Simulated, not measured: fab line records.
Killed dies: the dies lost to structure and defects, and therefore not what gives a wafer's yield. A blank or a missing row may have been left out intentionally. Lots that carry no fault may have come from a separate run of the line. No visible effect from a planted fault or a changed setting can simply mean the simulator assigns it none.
The tool behind it: which one? + flow sky130 + 36 wafers from 12 lots sampled at 2 of the route's 708 steps

== WHAT EACH GAUGE READ, for each wafer ==
SKY_VIA4_BOW_MEAS_03. Usual: for VIA4_BOW the level is 79 um and the standard deviation is 8.8.
| lot  | measured     | on            | VIA4_BOW (um) | flag |
|------|--------------|---------------|---------------|------|
| L961 | day 41 12:52 | film_metro-01 | 96 96 94      |      |
| L962 | day 41 22:58 | film_metro-03 | 87 75 76      |      |
| L964 | day 43 08:55 | film_metro-01 | 87 81 75      |      |
| L963 | day 43 10:26 | film_metro-01 | 83 86 68      |      |
| L966 | day 43 11:50 | film_metro-01 | 93 81 101     |      |
| L967 | day 43 13:48 | film_metro-04 | 85 93 85      |      |
| L969 | day 43 22:05 | film_metro-03 | 73 81 75      |      |
| L970 | day 44 03:23 | film_metro-03 | 64 64 59      |      |
| L972 | day 45 02:46 | film_metro-03 | 95 84 78      |      |
| L979 | day 46 21:25 | film_metro-01 | 73 73 56      |      |
| L982 | day 47 08:38 | film_metro-03 | 81 89 91      |      |
| L984 | day 47 15:05 | film_metro-03 | 84 81 72      |      |

SKY_VIA4_THK_MEAS_20: measures by xrf. Usual: for VIA4_W_THK the level is 501 nm and the standard deviation is 9.6.
| lot  | measured     | on            | VIA4_W_THK (nm) | flag |
|------|--------------|---------------|-----------------|------|
| L961 | day 42 13:03 | film_metro-04 | 491 485 489     |      |
| L962 | day 42 23:40 | film_metro-01 | 490 489 490     |      |
| L964 | day 44 07:20 | film_metro-03 | 509 505 520     |      |
| L963 | day 44 09:33 | film_metro-04 | 503 498 494     |      |
| L966 | day 44 11:16 | film_metro-04 | 507 511 503     |      |
| L967 | day 44 12:44 | film_metro-01 | 518 503 502     |      |
| L969 | day 44 20:03 | film_metro-04 | 497 490 496     |      |
| L970 | day 45 01:46 | film_metro-01 | 501 493 504     |      |
| L972 | day 46 00:41 | film_metro-01 | 506 492 510     |      |
| L979 | day 47 18:20 | film_metro-01 | 522 497 519     |      |
| L982 | day 48 03:28 | film_metro-01 | 496 501 497     |      |
| L984 | day 48 11:05 | film_metro-01 | 501 489 503     |      |

== WHICH TOOL RAN EACH LOT (tool, then ch and the chambers of the sampled wafers, then the start) ==
The record shows no process step preceding these readings.

== WHAT THE TOOLS THEMSELVES READ (means of the sampled wafers that have a number; where no wafer has one, the mark that the record gives instead) ==
The record holds no such reading with a usual standard deviation.

== THE ANSWER, worked out from the rows above alone ==
Rule: take the mean of a lot's wafers that have a number; if it is more than 3 standard deviations from the usual mean, the lot is off. A lot without any number at a reading at which 4 lots or more have one is off too. The other lots that the step has rows for count as sound. First the gauges in route order, then the tools' own readings, where a lot's mean is used as printed above. The first step at which some lot is off is used, and at that step the reading that is off furthest; a lot without a number counts as furthest.
Across all readings shown, no lot is off: no conclusion can be drawn from this.

== WHAT THE SIMULATOR HAD PUT IN ==
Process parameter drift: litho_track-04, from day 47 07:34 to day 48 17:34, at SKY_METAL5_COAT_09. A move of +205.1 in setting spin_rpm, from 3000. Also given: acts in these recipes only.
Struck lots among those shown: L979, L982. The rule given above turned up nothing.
